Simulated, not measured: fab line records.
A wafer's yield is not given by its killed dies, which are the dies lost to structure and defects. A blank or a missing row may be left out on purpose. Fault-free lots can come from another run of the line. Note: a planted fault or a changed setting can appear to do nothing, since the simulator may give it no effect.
2 desks, one fault ; flow gf180mcu ; only its own numbers are on each desk; what lay behind them is given at the end

FROM THE METROLOGY DESK
What the gauges read for every lot (on any tool): the sampled wafers with a number, averaged. Marked OUT: a lot whose mean sits more than 4 standard deviations from the usual mean, which makes it out of limits; the brackets give that distance.
Columns: A = POLY_GATE_OXIDATION_THK at GF_POLY_GATE_THK_MEAS_17, usual 3.97 nm; B = HV_LDD_CVD_56_THK at GF_HV_LDD_THK_MEAS_57, usual 89.9 nm
lot;first seen here;A;B
L275;day 10 08:11;3.95;89.5
L278;day 11 01:33;4.01;89.7
L279;day 11 12:47;3.99;90.8
L281;day 12 02:28;4.09;49.1 (-50) OUT
L280;day 12 02:28;3.99;49.1 (-50) OUT
L283;day 12 14:11;3.98;89.8
L289;day 14 15:46;3.95;90.9
L292;day 15 12:40;3.85;88.1
L293;day 15 18:02;4.02;89.6
L294;day 15 21:58;4.03;89.4
L295;day 16 01:11;3.95;91.6
This desk's result: L280, L281 out of limits, first on L281 (HV_LDD_CVD_56_THK at GF_HV_LDD_THK_MEAS_57), day 15 17:13. L275, L278, L279, L283, L289, L292, L293, L294, L295: within limits.

FOR THE TOOL OWNER'S DESK: lpcvd-02
The tool's own readings at GF_HV_LDD_CVD_56 (deposits Si3N4 from DCS/NH3, target thk 90 nm, time 1543 s): means of the sampled wafers that have a number, for each lot that ran on this tool. Marked OUT: a lot whose mean sits more than 4 standard deviations from the usual mean, which makes it out of limits; the brackets give that distance.
Columns: A = pressure_mtorr at GF_HV_LDD_CVD_56, usual 250.0 mTorr; B = spike_tc_bottom_C at GF_HV_LDD_CVD_56, usual 789 C; C = spike_tc_centre_C at GF_HV_LDD_CVD_56, usual 770.0 C; D = spike_tc_lower_C at GF_HV_LDD_CVD_56, usual 770.9 C; E = spike_tc_top_C at GF_HV_LDD_CVD_56, usual 785 C; F = spike_tc_upper_C at GF_HV_LDD_CVD_56, usual 769.6 C; G = susceptor_temp_C at GF_HV_LDD_CVD_56, usual 770.0 C
lot;first seen here;A;B;C;D;E;F;G
L280;day 15 15:47;250.2;754 (-8.2) OUT;740.1 (-27) OUT;742.1 (-18) OUT;755 (-9.7) OUT;739.6 (-25) OUT;739.7 (-95) OUT
L281;day 15 15:47;250.0;753 (-8.4) OUT;740.1 (-27) OUT;742.3 (-18) OUT;754 (-9.9) OUT;740.3 (-24) OUT;740.0 (-94) OUT
L294;day 19 21:39;250.7;790;771.7;769.9;791;769.8;770.5
L295;day 20 01:16;249.5;784;769.4;771.9;782;769.3;770.2
This desk finds L280, L281 out of limits, L280 being first, at day 15 15:47 (spike_tc_bottom_C at GF_HV_LDD_CVD_56). L294, L295: within limits.

ALL TOGETHER
At day 15 15:47, on L280, L281, the tool owner's desk was in a position to raise an alarm.
At day 15 17:13 the metrology desk could have sounded an alarm, on L280, L281.
Of the lots named, all ran GF_HV_LDD_CVD_56 on lpcvd-02.

WHAT HAD BEEN PUT IN BY THE SIMULATOR
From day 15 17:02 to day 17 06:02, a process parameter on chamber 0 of lpcvd-02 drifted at GF_HV_LDD_CVD_56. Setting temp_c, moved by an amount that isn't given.
Shown lots that were struck: L280, L281.
